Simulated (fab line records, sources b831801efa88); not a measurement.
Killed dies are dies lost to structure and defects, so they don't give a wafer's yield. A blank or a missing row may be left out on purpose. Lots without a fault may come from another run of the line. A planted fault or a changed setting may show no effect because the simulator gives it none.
A struck lot beside a sound one | flow sfq_line | 42 steps out of a route of 325
Sound: wafers L474.1, L474.3, L474.4. Struck: wafers L472.1, L472.3, L472.6. The cause comes at the end.
At each step with rows: each side's tool, then ch and its chambers, then its first start. Under that, the readings that differ: sound wafers | struck wafers | difference of the means | sigmas: that difference in standard deviations of wafers without a fault.
alike: readings whose means differ by less than 2 such deviations, and words and numbers that are the same on both sides. not compared: withheld readings, readings that some wafer has no value for, bounds like >300 that may hide the same value, and numbers for which the record gives no deviation and whose values overlap.
The two part at a step that has a row with sigmas, a row that says differs or no value, or rows on one side only. Numbers that don't overlap but have no deviation are shown without sigmas and don't part them. A reading that every wafer of one side lacks parts them only if that side has two wafers or more.

SFQ_TRILAYER_I4_VIA_BARC_OPEN_VIA_ETCH_146: etches BARC in O2, target depth 125 nm, time 41.7 s.
  sound on rie_diel-01 ch 0,1,2, day 61 09:55; struck on rie_diel-01 ch 2,3, day 60 21:55
  alike: bias_w, drypump_motor_current_A, oes_product_au
  not compared: rf_hours_counter_h
then, 1 step without rows for these wafers: SFQ_TRILAYER_I4_VIA_ETCH_VIA_ETCH_106 (etches SiO2 in CHF3, stops on Nb, target depth 260 nm).
SFQ_TRILAYER_I4_VIA_STRIP_STRIP_107: strips in O2.
  sound on rie_metal-01 ch 0,1, day 61 10:04; struck on rie_metal-03 ch 0,1, day 60 22:04
  alike: drypump_motor_current_A, oes_product_au
  not compared: rf_hours_counter_h
then, 6 steps without rows for these wafers: SFQ_TRILAYER_I4_VIA_STRIP_SOLV_CLEAN_108 (cleans in NMP, time 600 s); SFQ_TRILAYER_JJ_TRILAYER_DEP_PRE_CLEAN_113 (time 22.5 s); SFQ_TRILAYER_JJ_TRILAYER_DEP_SPUTTER_109 (material Nb, target thk 150 nm, time 100 s); SFQ_TRILAYER_JJ_TRILAYER_DEP_SPUTTER_110 (material Al, target thk 8 nm, time 10 s); SFQ_TRILAYER_JJ_TRILAYER_DEP_AL_OXIDATION_111 (oxidation time 600 s); SFQ_TRILAYER_JJ_TRILAYER_DEP_SPUTTER_112 (material Nb, target thk 170 nm, time 109.3 s).
SFQ_JJ_RS_MEAS_929: measures by four-point-probe.
  sound on film_metro-02, day 61 12:02; struck on film_metro-02, day 61 00:02
  alike: JJ_NB_RS
then, 1 step without rows for these wafers: SFQ_TRILAYER_JJ_CE_LITHO_COAT_119 (resist thk 62 nm).
SFQ_TRILAYER_JJ_CE_LITHO_COAT_114: resist thk 600 nm.
  sound on litho_track-03 ch 0, day 61 12:31; struck on litho_track-04 ch 0, day 61 00:31
  reading                                                | sound           | struck          | difference | sigmas
  model.KrF_of_TRILAYER_JJ_CE_LITHO_COAT_114.thk_nm (nm) | 601 600.3 601.3 | 464.1 464.5 465 | -136.3     |
then, 4 steps without rows for these wafers: SFQ_TRILAYER_JJ_CE_LITHO_SOFTBAKE_118; SFQ_TRILAYER_JJ_CE_LITHO_EXPOSE_115 (exposes mask J5, target cd 700 nm); SFQ_TRILAYER_JJ_CE_LITHO_PEB_117 (peb time 60 s); SFQ_TRILAYER_JJ_CE_LITHO_DEVELOP_116 (time 60 s).
-- the record jumps here: 5 days lie between the struck wafers' starts before and after --
SFQ_JJ_OVL_MEAS_931:
  sound on overlay-01, day 66 13:53; struck on overlay-02, day 66 01:00
  alike: J5_OVL
SFQ_TRILAYER_JJ_CE_METRO_MEASURE_117:
  sound on cd_sem-01, day 66 13:55; struck on cd_sem-01, day 66 02:25
  reading    | sound             | struck            | difference | sigmas
  cd_nm (nm) | 699.0 698.3 697.5 | 695.4 694.0 692.0 | -4.5       | -4
SFQ_TRILAYER_JJ_CE_BARC_OPEN_RIE_150: chemistry O2, target BARC, target depth 240 nm, time 80 s.
  sound on rie_metal-04 ch 0,1, day 66 15:07; struck on rie_metal-04 ch 0, day 66 05:04
  reading             | sound             | struck            | difference | sigmas
  model.JJ.cd_nm (nm) | 699.4 698.5 698.5 | 696.2 695.2 692.6 | -4.1       |
  alike: bias_w, drypump_motor_current_A, oes_product_au
  not compared: rf_hours_counter_h
SFQ_TRILAYER_JJ_CE_ETCH_RIE_118: chemistry SF6, target Nb, stops on Al2O3, time 97.7 s, target depth 170 nm.
  sound on rie_metal-04 ch 0,1, day 66 15:13; struck on rie_metal-04 ch 0, day 66 05:10
  reading                                                | sound             | struck            | difference | sigmas
  model.KrF_of_TRILAYER_JJ_CE_LITHO_COAT_114.thk_nm (nm) | 477.6 476.9 477.4 | 340.1 339.9 340.7 | -137.1     |
  model.JJ.cd_nm (nm)                                    | 698.3 699.6 697.7 | 695.5 694.4 691.9 | -4.6       |
  alike: bias_w, drypump_motor_current_A, oes_product_au
  not compared: rf_hours_counter_h
then, 9 steps without rows for these wafers: SFQ_TRILAYER_JJ_ANODIZE_ANODIZE_119; SFQ_TRILAYER_JJ_CE_STRIP_STRIP_120 (strips in O2); SFQ_TRILAYER_JJ_CE_STRIP_SOLV_CLEAN_121 (cleans in NMP, time 600 s); SFQ_TRILAYER_M5_LITHO_COAT_128 (resist thk 62 nm); SFQ_TRILAYER_M5_LITHO_COAT_123 (resist thk 600 nm); SFQ_TRILAYER_M5_LITHO_SOFTBAKE_127; SFQ_TRILAYER_M5_LITHO_EXPOSE_124 (exposes mask M5, target cd 700 nm); SFQ_TRILAYER_M5_LITHO_PEB_126 (peb time 60 s); SFQ_TRILAYER_M5_LITHO_DEVELOP_125 (time 60 s).
SFQ_M5_OVL_MEAS_932:
  sound on overlay-01, day 70 03:23; struck on overlay-01, day 66 09:26
  alike: M5_OVL
then, 4 steps without rows for these wafers: SFQ_TRILAYER_M5_BARC_OPEN_METAL_ETCH_161 (etches BARC in O2, target depth 125 nm, time 41.7 s); SFQ_TRILAYER_M5_ETCH_METAL_ETCH_126 (etches Nb in Cl2/BCl3, stops on SiO2, time 203.2 s, target depth 265 nm); SFQ_TRILAYER_M5_STRIP_STRIP_127 (strips in O2); SFQ_TRILAYER_M5_STRIP_SOLV_CLEAN_128 (cleans in NMP, time 600 s).
SFQ_TRILAYER_A5B_DEP_PECVD_129: deposits SiO2 from SiH4/N2O, time 133.33 s, target thk 600 nm.
  sound on pecvd-02 ch 0,1, day 70 04:28; struck on pecvd-03 ch 0,2, day 66 11:11
  alike: heater_power_w, throttle_valve_pct
then, 1 step without rows for these wafers: SFQ_TRILAYER_A5B_CMP_CMP_130 (polishes, stops on Nb, target thk 340.7 nm).
SFQ_TRILAYER_A5B_METRO_MEASURE_131:
  sound on film_metro-02, day 70 07:33; struck on film_metro-04, day 66 14:17
  alike: thk_nm
then, 2 steps without rows for these wafers: SFQ_TRILAYER_R5_DEP_SPUTTER_132 (material Ti, target thk 5 nm, time 5 s); SFQ_TRILAYER_R5_DEP_SPUTTER_133 (material MoNx, target thk 40 nm, time 66.7 s).
SFQ_TRILAYER_R5_DEP_SPUTTER_134: material Ti, target thk 5 nm, time 5 s.
  sound on pvd_sputter-04, day 70 08:49; struck on pvd_sputter-05, day 66 15:33
  alike: throttle_valve_pct
SFQ_R5_RS_MEAS_933: measures by four-point-probe.
  sound on film_metro-04, day 70 08:50; struck on film_metro-02, day 66 15:34
  alike: R5_MONX_RS
-- the record jumps here: 17 days lie between the struck wafers' starts before and after (it left off in module R5 and takes up again in module M8, whose first step shown is number 325 of the route) --
SFQ_M8_BOW_MEAS_951:
  sound on film_metro-03, day 83 07:33; struck on film_metro-04, day 83 05:09
  reading                | sound                | struck               | difference | sigmas
  M8_BOW (um)            | 36 32 23             | -11 8 2              | -31        | -3
  model.etest.jj.g_times | 0.9942 0.9979 0.9925 | 0.9862 0.9832 0.9762 | -0.0130    |

WHERE THEY PART
First at SFQ_TRILAYER_JJ_CE_METRO_MEASURE_117; last, within this record, at SFQ_M8_BOW_MEAS_951.

WHY: what the simulator had put in
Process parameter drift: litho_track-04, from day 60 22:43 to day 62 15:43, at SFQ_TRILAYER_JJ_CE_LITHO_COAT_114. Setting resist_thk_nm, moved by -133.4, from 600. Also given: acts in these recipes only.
